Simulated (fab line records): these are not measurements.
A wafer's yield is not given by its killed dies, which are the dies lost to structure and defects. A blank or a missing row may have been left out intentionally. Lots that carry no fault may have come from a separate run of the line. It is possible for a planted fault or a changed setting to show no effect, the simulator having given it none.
Which of the tools did it? :: flow sky130 :: 33 wafers from 11 lots sampled at 5 of the route's 708 steps

WHAT THE GAUGES SHOWED, per wafer
SKY_LDD_LDN_TW_MEAS_13. Usual: LDD_LDN_TW typically reads 1496, with standard deviation 17.
lot: L493
measured: day 22 07:58
on: film metro-02
LDD_LDN_TW: 1498 1497 1501
flag: 

lot: L494
measured: day 22 14:08
on: film metro-02
LDD_LDN_TW: 1506 1500 1509
flag: 

lot: L495
measured: day 23 10:22
on: film metro-04
LDD_LDN_TW: 1501 1504 1497
flag: 

lot: L496
measured: day 24 05:17
on: film metro-04
LDD_LDN_TW: 1510 1517 1515
flag: 

lot: L497
measured: day 24 12:53
on: film metro-02
LDD_LDN_TW: 1497 1501 1506
flag: 

lot: L499
measured: day 25 07:44
on: film metro-02
LDD_LDN_TW: 1508 1513 1501
flag: 

lot: L502
measured: day 26 05:05
on: film metro-02
LDD_LDN_TW: 1499 1492 1493
flag: 

lot: L506
measured: day 27 12:47
on: film metro-01
LDD_LDN_TW: 1462 1470 1468
flag: 

lot: L507
measured: day 27 14:17
on: film metro-04
LDD_LDN_TW: 1509 1500 1507
flag: 

lot: L509
measured: day 28 17:23
on: film metro-01
LDD_LDN_TW: 1483 1480 1481
flag: 

lot: L510
measured: day 28 18:42
on: film metro-04
LDD_LDN_TW: 1507 1504 1507
flag: 

SKY_SD_N_RS_MEAS_16: uses a four-point probe to measure. Usual: SD_N_RS typically reads 68.58 ohm/sq, with standard deviation 0.13.
lot: L493
measured: day 27 09:14
on: film metro-03
SD_N_RS (ohm/sq): 68.59 68.75 68.60
flag: 

lot: L494
measured: day 27 15:26
on: film metro-03
SD_N_RS (ohm/sq): 68.73 68.71 68.67
flag: 

lot: L495
measured: day 28 11:01
on: film metro-01
SD_N_RS (ohm/sq): 68.35 68.27 68.50
flag: 

lot: L496
measured: day 29 03:04
on: film metro-02
SD_N_RS (ohm/sq): 68.56 68.67 68.46
flag: 

lot: L497
measured: day 29 12:35
on: film metro-02
SD_N_RS (ohm/sq): 68.41 68.31 68.40
flag: 

lot: L499
measured: day 30 04:20
on: film metro-03
SD_N_RS (ohm/sq): 68.71 68.38 68.77
flag: 

lot: L502
measured: day 30 22:59
on: film metro-02
SD_N_RS (ohm/sq): 68.58 68.41 68.64
flag: 

lot: L506
measured: day 32 04:29
on: film metro-02
SD_N_RS (ohm/sq): 68.56 68.28 68.54
flag: 

lot: L507
measured: day 32 05:43
on: film metro-03
SD_N_RS (ohm/sq): 74.85 74.93 74.73
flag: OFF

lot: L509
measured: day 33 07:08
on: film metro-03
SD_N_RS (ohm/sq): 74.90 74.87 74.72
flag: OFF

lot: L510
measured: day 33 08:02
on: film metro-01
SD_N_RS (ohm/sq): 68.64 68.70 68.76
flag: 

SKY_SD_N_RS_MEAS_17: uses a four-point probe to measure. Usual: SD_P_RS typically reads 147.7 ohm/sq, with standard deviation 0.43.
lot: L493
measured: day 27 09:21
on: film metro-03
SD_P_RS (ohm/sq): 147.8 147.8 148.2
flag: 

lot: L494
measured: day 27 15:34
on: film metro-03
SD_P_RS (ohm/sq): 147.8 147.9 148.0
flag: 

lot: L495
measured: day 28 11:08
on: film metro-01
SD_P_RS (ohm/sq): 146.9 147.2 147.4
flag: 

lot: L496
measured: day 29 03:11
on: film metro-02
SD_P_RS (ohm/sq): 148.1 147.6 147.4
flag: 

lot: L497
measured: day 29 12:43
on: film metro-02
SD_P_RS (ohm/sq): 147.3 147.4 147.1
flag: 

lot: L499
measured: day 30 04:27
on: film metro-03
SD_P_RS (ohm/sq): 148.2 147.4 148.0
flag: 

lot: L502
measured: day 30 23:06
on: film metro-02
SD_P_RS (ohm/sq): 147.3 147.3 147.6
flag: 

lot: L506
measured: day 32 04:37
on: film metro-02
SD_P_RS (ohm/sq): 147.2 147.5 147.4
flag: 

lot: L507
measured: day 32 05:50
on: film metro-03
SD_P_RS (ohm/sq): 186.7 186.4 186.6
flag: OFF

lot: L509
measured: day 33 07:16
on: film metro-03
SD_P_RS (ohm/sq): 186.4 187.0 186.7
flag: OFF

lot: L510
measured: day 33 08:09
on: film metro-01
SD_P_RS (ohm/sq): 148.3 148.0 148.2
flag: 

EACH LOT AND THE TOOL THAT RAN IT (in order: tool; ch and the chambers of the sampled wafers; start)
lot: L493
SKY_POLY_CUT_STRIP_12: plasma asher-03 ch 0,1, day 23 16:10
SKY_SD_N_RTA_14: rtp anneal-02 ch 0, day 27 09:03

lot: L494
SKY_POLY_CUT_STRIP_12: plasma asher-03 ch 0,1, day 23 22:50
SKY_SD_N_RTA_14: rtp anneal-02 ch 0, day 27 15:16

lot: L495
SKY_POLY_CUT_STRIP_12: plasma asher-03 ch 0, day 24 17:35
SKY_SD_N_RTA_14: rtp anneal-01 ch 0, day 28 10:51

lot: L496
SKY_POLY_CUT_STRIP_12: plasma asher-04 ch 1, day 25 11:50
SKY_SD_N_RTA_14: rtp anneal-02 ch 0, day 29 02:52

lot: L497
SKY_POLY_CUT_STRIP_12: plasma asher-03 ch 0,1, day 25 21:23
SKY_SD_N_RTA_14: rtp anneal-01 ch 0, day 29 12:25

lot: L499
SKY_POLY_CUT_STRIP_12: plasma asher-04 ch 0,1, day 26 14:07
SKY_SD_N_RTA_14: rtp anneal-01 ch 0, day 30 04:09

lot: L502
SKY_POLY_CUT_STRIP_12: plasma asher-01 ch 0,1, day 27 11:22
SKY_SD_N_RTA_14: rtp anneal-02 ch 0, day 30 22:47

lot: L506
SKY_POLY_CUT_STRIP_12: plasma asher-03 ch 0, day 28 19:11
SKY_SD_N_RTA_14: rtp anneal-02 ch 0, day 32 04:19

lot: L507
SKY_POLY_CUT_STRIP_12: plasma asher-04 ch 0,1, day 28 20:26
SKY_SD_N_RTA_14: rtp anneal-01 ch 0, day 32 05:32

lot: L509
SKY_POLY_CUT_STRIP_12: plasma asher-03 ch 0,1, day 29 23:22
SKY_SD_N_RTA_14: rtp anneal-01 ch 0, day 33 06:56

lot: L510
SKY_POLY_CUT_STRIP_12: plasma asher-03 ch 0,1, day 30 01:16
SKY_SD_N_RTA_14: rtp anneal-02 ch 0, day 33 07:50
- SKY_POLY_CUT_STRIP_12: strips in O2/N2.
- SKY_SD_N_RTA_14: time 2 s.

WHAT THE TOOLS THEMSELVES READ (means of the sampled wafers that have a number; where no wafer has one, the mark that the record gives instead)
SKY_POLY_CUT_STRIP_12. Usual: drypump motor current A 5.7 A, standard deviation 0.51; oes product au 0.453 a.u., standard deviation 0.0053; strip time to endpoint s 5.360 s, standard deviation 0.017.
lot: L493
tool: plasma asher-03
drypump motor current A (A): 5.4
oes product au (a.u.): 0.457
strip time to endpoint s (s): 5.376
flag: 

lot: L494
tool: plasma asher-03
drypump motor current A (A): 5.4
oes product au (a.u.): 0.451
strip time to endpoint s (s): 5.373
flag: 

lot: L495
tool: plasma asher-03
drypump motor current A (A): 5.0
oes product au (a.u.): 0.455
strip time to endpoint s (s): 5.360
flag: 

lot: L496
tool: plasma asher-04
drypump motor current A (A): 5.8
oes product au (a.u.): 0.457
strip time to endpoint s (s): 5.363
flag: 

lot: L497
tool: plasma asher-03
drypump motor current A (A): 5.7
oes product au (a.u.): 0.448
strip time to endpoint s (s): 5.350
flag: 

lot: L499
tool: plasma asher-04
drypump motor current A (A): 6.1
oes product au (a.u.): 0.448
strip time to endpoint s (s): 5.365
flag: 

lot: L502
tool: plasma asher-01
drypump motor current A (A): 5.8
oes product au (a.u.): 0.450
strip time to endpoint s (s): 5.364
flag: 

lot: L506
tool: plasma asher-03
drypump motor current A (A): 5.0
oes product au (a.u.): 0.450
strip time to endpoint s (s): 5.365
flag: 

lot: L507
tool: plasma asher-04
drypump motor current A (A): 6.1
oes product au (a.u.): 0.455
strip time to endpoint s (s): 5.358
flag: 

lot: L509
tool: plasma asher-03
drypump motor current A (A): 5.4
oes product au (a.u.): 0.453
strip time to endpoint s (s): 5.372
flag: 

lot: L510
tool: plasma asher-03
drypump motor current A (A): 5.3
oes product au (a.u.): 0.452
strip time to endpoint s (s): 5.375
flag: 

SKY_SD_N_RTA_14. Usual: lamp power pct 15.73 %, standard deviation 0.052; wafer_temp_C_max 1078.0, standard deviation 1.4.
lot: L493
tool: rtp anneal-02
lamp power pct (%): 15.75
wafer_temp_C_max: 1078.5
flag: 

lot: L494
tool: rtp anneal-02
lamp power pct (%): 15.67
wafer_temp_C_max: 1078.1
flag: 

lot: L495
tool: rtp anneal-01
lamp power pct (%): 15.73
wafer_temp_C_max: 1078.4
flag: 

lot: L496
tool: rtp anneal-02
lamp power pct (%): 15.76
wafer_temp_C_max: 1077.8
flag: 

lot: L497
tool: rtp anneal-01
lamp power pct (%): 15.76
wafer_temp_C_max: 1078.6
flag: 

lot: L499
tool: rtp anneal-01
lamp power pct (%): 15.69
wafer_temp_C_max: 1078.7
flag: 

lot: L502
tool: rtp anneal-02
lamp power pct (%): 15.76
wafer_temp_C_max: 1078.8
flag: 

lot: L506
tool: rtp anneal-02
lamp power pct (%): 15.73
wafer_temp_C_max: 1076.8
flag: 

lot: L507
tool: rtp anneal-01
lamp power pct (%): 14.24
wafer_temp_C_max: 1078.4
flag: OFF

lot: L509
tool: rtp anneal-01
lamp power pct (%): 14.29
wafer_temp_C_max: 1079.0
flag: OFF

lot: L510
tool: rtp anneal-02
lamp power pct (%): 15.74
wafer_temp_C_max: 1077.2
flag: 

THE ANSWER, worked out from the rows above alone
Rule: take the mean of a lot's wafers that have a number; if it is more than 3 standard deviations from the usual mean, the lot is off. A lot without any number at a reading at which 4 lots or more have one is off too. All remaining lots with rows at the step are treated as sound. The gauges are gone through in route order, then the tools' own readings, and for those a lot's mean is taken as printed above. At the first step where some lot is off, the reading lying furthest off is the one used; lots without a number count as furthest.
Off: at SKY_SD_N_RS_MEAS_16 (SD_N_RS), L507, L509.
If a tool, at a process step before that reading, ran all the lots that are off and no sound lot after the first of them, it fits. Not tried: the gauges at SKY_SD_N_RS_MEAS_16; whatever is off there is also off at SKY_SD_N_RTA_14, on other tools, and gauge error can't account for it. One fits: SKY_SD_N_RTA_14 on rtp anneal-01. A fault onset in the window from L499 (day 30 04:09, its last sound lot) to L507 (day 32 05:32, its first lot off) fits.
The tool's own readings at SKY_SD_N_RTA_14 bear it out: on the lots that are off they differ by more than 5 times the standard deviation of the sound lots' means. lamp power pct reads 14.27 % there against 15.73 % on the sound lots.

WHAT HAD BEEN PUT IN BY THE SIMULATOR
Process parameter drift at SKY_SD_N_RTA_14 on rtp anneal-01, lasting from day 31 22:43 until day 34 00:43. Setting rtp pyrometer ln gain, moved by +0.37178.
Struck lots among those shown: L507, L509. This agrees with what the rule above found.
